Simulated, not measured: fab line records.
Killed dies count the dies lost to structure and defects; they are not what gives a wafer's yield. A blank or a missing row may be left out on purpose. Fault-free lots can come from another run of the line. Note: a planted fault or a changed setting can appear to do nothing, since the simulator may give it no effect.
fab line records    flow gf180mcu
record: lots: 14  wafers: 42  last_day: 34
route steps=602 shown STI@13 NWELL@51 VT_IMPLANT@135 HV_LDD@223
lots with no fault: from the same line, run without faults
start_h: the number of hours between the record's first day and the start of the first shown wafer of the lot    wait_h: hours since the lot's step before    " identical to the entry in the row above    L1.1+2: several wafers, shown together as one row    - no value present, or no start provided    * or withheld: withheld    < > ~ a bound
route shown NAME@n: a module of which the file shows steps, and the number in the route of the first    usual: mean and standard deviation over wafers with no fault    same: alike in all rows    chamber/n: place in a boat    sites: the reading at each site    _std_site: the standard deviation of these    _edge_site: mean of outer sites minus mean of inner sites    radius_mm: how far each site lies from the wafer's centre    mask NAME#n: copy n    behind: the tool/chamber that last shaped the wafer    hold: why the lot was held/for how many hours/how that ended    device: transistor that didn't switch, given as n, p or np    end of line: at the end of the route, the tests of the same wafers    where a step has no rows: the recipe by itself    killed: count of dies lost to structure and defects at first sort (not the wafer's yield)    map: a wafer's dies, marking killed ones x, the rest . and places with no die _
set.NAME: the setting that was run; set.NAME@STEP: the one run at that earlier step    model.NAME: the simulator's own value behind a step, which no gauge read
one table for each step of the route and one row for each wafer, over a sample of lots
services: the hour from which a tool's chamber was out of use, counted from the record's first day as start_h (under 0 if before that day), plus the number of hours and why
== steps ==
step: GF_STI_CD_MEAS_12
recipe: target_cd_nm: 220
usual: cd_nm: 220.4/1.2
lot.wafer  tool       chamber  start_h  wait_h  cd_nm
L737.2     cd_sem-01  -        26.30    0.1     221.3
L737.3     "          -        "        "       223.1
L737.6     "          -        "        "       222.8
L738.2     cd_sem-01  -        30.39    0.1     221.8
L738.3     "          -        "        "       220.9
L738.4     "          -        "        "       221.2
L739.1     cd_sem-01  -        37.38    0.1     219.6
L739.5     "          -        "        "       219.3
L739.6     "          -        "        "       218.1
L740.3     cd_sem-02  -        40.86    0.1     219.8
L740.4     "          -        "        "       220.2
L740.6     "          -        "        "       219.9
L742.2     cd_sem-01  -        52.89    0.1     218.7
L742.5     "          -        "        "       220.6
L742.6     "          -        "        "       220.0
L743.3     cd_sem-01  -        56.11    0.1     221.0
L743.4     "          -        "        "       219.2
L743.5     "          -        "        "       219.6
L749.1     cd_sem-02  -        87.37    0.1     221.1
L749.5     "          -        "        "       220.3
L749.6     "          -        "        "       221.3
L751.3     cd_sem-01  -        97.87    0.1     220.5
L751.4     "          -        "        "       219.3
L751.6     "          -        "        "       220.9
L752.1     cd_sem-01  -        101.72   0.1     220.3
L752.5     "          -        "        "       220.0
L752.6     "          -        "        "       220.4
L753.3     cd_sem-02  -        107.56   0.1     219.7
L753.5     "          -        "        "       219.6
L753.6     "          -        "        "       219.0
L756.1     cd_sem-02  -        124.62   0.1     221.3
L756.3     "          -        "        "       221.2
L756.5     "          -        "        "       220.8
L758.2     cd_sem-01  -        134.04   0.1     219.8
L758.5     "          -        "        "       219.6
L758.6     "          -        "        "       219.9
L759.1     cd_sem-02  -        138.27   0.1     221.5
L759.4     "          -        "        "       222.1
L759.5     "          -        "        "       221.1
L760.1     cd_sem-01  -        144.04   0.1     218.4
L760.4     "          -        "        "       220.1
L760.5     "          -        "        "       219.8
step: GF_NWELL_IMPLANT_09
recipe: species: P  energy_kev: 160  dose_cm2: 4e+12  tilt_deg: 0
usual: dose_ions_cm2: 4e+12/4.2e+09  faraday_current_uA: 22.6/0.47
lot.wafer  tool          chamber  start_h  wait_h  dose_ions_cm2  faraday_current_uA
L737.2     implanter-02  0        56.96    0.1     4e+12          22.8
L737.3     "             0        "        "       3.994e+12      22.2
L737.6     "             0        "        "       3.994e+12      23.1
L738.2     implanter-02  0        61.07    0.1     3.998e+12      23.3
L738.3     "             0        "        "       3.997e+12      22.7
L738.4     "             0        "        "       4.001e+12      22.8
L739.1     implanter-04  0        68.67    0.1     4e+12          23.3
L739.5     "             0        "        "       4e+12          22.7
L739.6     "             0        "        "       3.997e+12      22.1
L740.3     implanter-02  0        72.62    0.1     4.798e+12      26.7
L740.4     "             0        "        "       4.796e+12      27.0
L740.6     "             0        "        "       4.798e+12      26.9
L742.2     implanter-02  0        84.46    0.1     4.785e+12      26.4
L742.5     "             0        "        "       4.785e+12      27.1
L742.6     "             0        "        "       4.783e+12      28.6
L743.3     implanter-02  0        87.34    0.1     4.79e+12       27.2
L743.4     "             0        "        "       4.791e+12      27.1
L743.5     "             0        "        "       4.792e+12      27.5
L749.1     implanter-03  0        120.34   0.1     4.002e+12      22.9
L749.5     "             0        "        "       3.997e+12      22.2
L749.6     "             0        "        "       3.998e+12      22.6
L751.3     implanter-03  0        133.14   0.1     3.999e+12      21.8
L751.4     "             0        "        "       4.004e+12      22.9
L751.6     "             0        "        "       4.009e+12      22.7
L752.1     implanter-04  0        139.39   0.1     3.996e+12      22.9
L752.5     "             0        "        "       4.001e+12      22.4
L752.6     "             0        "        "       3.996e+12      22.8
L753.3     implanter-03  0        143.60   0.1     4.004e+12      22.9
L753.5     "             0        "        "       3.998e+12      22.8
L753.6     "             0        "        "       4.001e+12      22.6
L756.1     implanter-03  0        160.85   0.1     3.999e+12      22.4
L756.3     "             0        "        "       3.997e+12      22.3
L756.5     "             0        "        "       3.997e+12      22.3
L758.2     implanter-04  0        170.96   0.1     3.997e+12      22.5
L758.5     "             0        "        "       3.999e+12      22.3
L758.6     "             0        "        "       3.999e+12      22.1
L759.1     implanter-02  0        176.37   0.1     3.994e+12      21.4
L759.4     "             0        "        "       4e+12          22.6
L759.5     "             0        "        "       3.999e+12      23.6
L760.1     implanter-02  0        181.09   0.1     4.006e+12      23.2
L760.4     "             0        "        "       4.004e+12      21.3
L760.5     "             0        "        "       4.003e+12      22.1
step: GF_VT_IMPLANT_RTA_45
recipe: temp_c: 1050  time_s: 30  ambient: N2
usual: lamp_power_pct: 37.2/2.2  wafer_temp_C_max: 1056.4/1.8
lot.wafer  tool           chamber  start_h  wait_h  lamp_power_pct  wafer_temp_C_max
L737.2     rtp_anneal-01  0        159.71   0.0     35.0            1054.9
L737.3     "              0        "        "       34.9            1054.9
L737.6     "              0        "        "       35.0            1054.0
L738.2     rtp_anneal-01  0        164.18   0.0     35.0            1053.5
L738.3     "              0        "        "       35.0            1055.1
L738.4     "              0        "        "       35.0            1054.4
L739.1     rtp_anneal-01  0        172.83   0.0     34.9            1055.5
L739.5     "              0        "        "       34.9            1054.8
L739.6     "              0        "        "       35.0            1054.2
L740.3     rtp_anneal-02  0        178.46   0.0     39.4            1056.6
L740.4     "              0        "        "       39.4            1061.0
L740.6     "              0        "        "       39.4            1057.8
L742.2     rtp_anneal-02  0        195.05   0.0     39.4            1056.7
L742.5     "              0        "        "       39.3            1061.0
L742.6     "              0        "        "       39.4            1059.8
L743.3     rtp_anneal-01  0        197.35   0.0     34.9            1055.3
L743.4     "              0        "        "       34.9            1054.5
L743.5     "              0        "        "       34.9            1053.8
L749.1     rtp_anneal-02  0        240.51   0.0     39.4            1060.0
L749.5     "              0        "        "       39.3            1059.9
L749.6     "              0        "        "       39.5            1057.8
L751.3     rtp_anneal-01  0        252.58   0.0     35.0            1055.3
L751.4     "              0        "        "       34.9            1056.9
L751.6     "              0        "        "       35.0            1054.8
L752.1     rtp_anneal-02  0        261.48   0.0     39.4            1058.2
L752.5     "              0        "        "       39.4            1059.4
L752.6     "              0        "        "       39.4            1057.1
L753.3     rtp_anneal-02  0        267.42   0.0     39.4            1058.0
L753.5     "              0        "        "       39.4            1060.2
L753.6     "              0        "        "       39.4            1057.0
L756.1     rtp_anneal-01  0        287.38   0.0     34.9            1054.8
L756.3     "              0        "        "       34.9            1055.3
L756.5     "              0        "        "       34.9            1054.8
L758.2     rtp_anneal-01  0        300.63   0.0     34.9            1056.5
L758.5     "              0        "        "       35.0            1054.9
L758.6     "              0        "        "       34.9            1055.6
L759.1     rtp_anneal-02  0        304.54   0.0     39.3            1058.0
L759.4     "              0        "        "       39.3            1057.8
L759.5     "              0        "        "       39.4            1058.0
L760.1     rtp_anneal-01  0        311.44   0.0     35.0            1055.6
L760.4     "              0        "        "       34.9            1055.7
L760.5     "              0        "        "       34.9            1056.7
step: GF_VT_IMPLANT_RS_MEAS_47
recipe: thk_meas_gauge: four-point-probe
usual: NWELL_RS: 487.7/1.3
lot.wafer  tool           chamber  start_h  wait_h  NWELL_RS[ohm/sq]
L737.2     film_metro-02  -        159.94   0.1     485.9
L737.3     "              -        "        "       486.6
L737.6     "              -        "        "       486.7
L738.2     film_metro-02  -        164.40   0.1     487.0
L738.3     "              -        "        "       486.1
L738.4     "              -        "        "       486.1
L739.1     film_metro-02  -        173.09   0.1     485.0
L739.5     "              -        "        "       486.2
L739.6     "              -        "        "       487.1
L740.3     film_metro-04  -        178.69   0.1     472.8
L740.4     "              -        "        "       473.6
L740.6     "              -        "        "       474.0
L742.2     film_metro-04  -        195.27   0.1     474.5
L742.5     "              -        "        "       472.7
L742.6     "              -        "        "       476.1
L743.3     film_metro-04  -        197.57   0.1     474.4
L743.4     "              -        "        "       474.7
L743.5     "              -        "        "       474.9
L749.1     film_metro-01  -        240.73   0.1     487.1
L749.5     "              -        "        "       487.4
L749.6     "              -        "        "       488.7
L751.3     film_metro-04  -        252.81   0.1     487.5
L751.4     "              -        "        "       486.8
L751.6     "              -        "        "       487.9
L752.1     film_metro-04  -        261.70   0.1     487.0
L752.5     "              -        "        "       487.6
L752.6     "              -        "        "       486.7
L753.3     film_metro-02  -        267.64   0.1     487.0
L753.5     "              -        "        "       487.4
L753.6     "              -        "        "       486.4
L756.1     film_metro-04  -        287.60   0.1     489.0
L756.3     "              -        "        "       489.3
L756.5     "              -        "        "       489.0
L758.2     film_metro-04  -        300.85   0.1     487.0
L758.5     "              -        "        "       487.8
L758.6     "              -        "        "       487.1
L759.1     film_metro-02  -        304.76   0.1     488.9
L759.4     "              -        "        "       486.9
L759.5     "              -        "        "       486.8
L760.1     film_metro-04  -        311.66   0.1     488.7
L760.4     "              -        "        "       490.9
L760.5     "              -        "        "       488.4
step: GF_HV_LDD_OVL_MEAS_47
usual: HV_LDD_03_OVL: 0.8/1.3
lot.wafer  tool        chamber  start_h  wait_h  HV_LDD_03_OVL[nm]
L737.2     overlay-01  -        276.11   0.1     1.9
L737.3     "           -        "        "       1.3
L737.6     "           -        "        "       1.0
L738.2     overlay-01  -        279.03   0.1     -0.8
L738.3     "           -        "        "       -0.3
L738.4     "           -        "        "       0.3
L739.1     overlay-01  -        289.52   0.1     -0.4
L739.5     "           -        "        "       1.3
L739.6     "           -        "        "       1.8
L740.3     overlay-02  -        295.58   0.1     2.5
L740.4     "           -        "        "       0.9
L740.6     "           -        "        "       1.4
L743.3     overlay-02  -        322.37   0.1     1.6
L743.4     "           -        "        "       2.6
L743.5     "           -        "        "       2.2
L742.2     overlay-02  -        323.77   0.1     0.3
L742.5     "           -        "        "       0.5
L742.6     "           -        "        "       3.4
L749.1     overlay-01  -        375.10   0.1     1.0
L749.5     "           -        "        "       0.1
L749.6     "           -        "        "       1.2
L751.3     overlay-01  -        388.85   0.1     0.0
L751.4     "           -        "        "       -1.6
L751.6     "           -        "        "       -2.3
L752.1     overlay-01  -        402.79   0.1     1.3
L752.5     "           -        "        "       1.7
L752.6     "           -        "        "       2.6
L753.3     overlay-02  -        411.53   0.1     1.1
L753.5     "           -        "        "       1.7
L753.6     "           -        "        "       1.9
L756.1     overlay-02  -        437.77   0.1     0.5
L756.3     "           -        "        "       -0.1
L756.5     "           -        "        "       0.3
L758.2     overlay-02  -        446.71   0.1     -0.3
L758.5     "           -        "        "       1.9
L758.6     "           -        "        "       -0.7
L759.1     overlay-02  -        457.84   0.1     -0.3
L759.4     "           -        "        "       1.8
L759.5     "           -        "        "       -0.7
L760.1     overlay-02  -        464.07   0.1     0.2
L760.4     "           -        "        "       0.2
L760.5     "           -        "        "       -1.0
== services ==
tool           chamber  start_h  hours  kind
implanter-02   -        34.51    4.5    pm
implanter-03   -        70.61    3.3    pm
implanter-03   -        195.71   2.4    repair
implanter-04   -        202.20   7.9    pm
implanter-02   -        258.83   4.2    repair
rtp_anneal-01  -        272.48   3.9    pm
implanter-04   -        284.34   4.0    repair
implanter-03   -        288.42   2.3    pm
== key ==
first_sign: step: GF_NWELL_IMPLANT_09  reading: dose_ions_cm2  direction: up  sigmas: 99+  usual: 4e+12  struck: 4.791e+12
effect: step: GF_NWELL_IMPLANT_09  reading: faraday_current_uA  direction: up  sigmas: 9.7  usual: 22.6  struck: 27.2
effect: step: GF_VT_IMPLANT_RS_MEAS_47  reading: NWELL_RS  direction: down  sigmas: 10  usual: 487.7  struck: 474.2
met_at GF_NWELL_IMPLANT_09
struck_lots L740,L742,L743
tester_left_out L740,L742,L743
not_acting_at GF_STI_CD_MEAS_12,GF_VT_IMPLANT_RTA_45,GF_HV_LDD_OVL_MEAS_47
onset_between 61.07 72.62
fault: kind: process_parameter_drift  tool: implanter-02  chamber: -  onset_h: 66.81  steps: GF_NWELL_IMPLANT_09  channel: dose_cm2  offset: 7.9224e+11  shape: step  end_h: 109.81  acts_in: these_recipes_only  stated: 4e+12
tester_left_out: of these lots the tester's yield and bins aren't shown, on N5 and GAA mostly nor the transistor test; their killed dies are dies lost to structure and defects alone, not to doping, threshold or leakage, so they don't give the yield
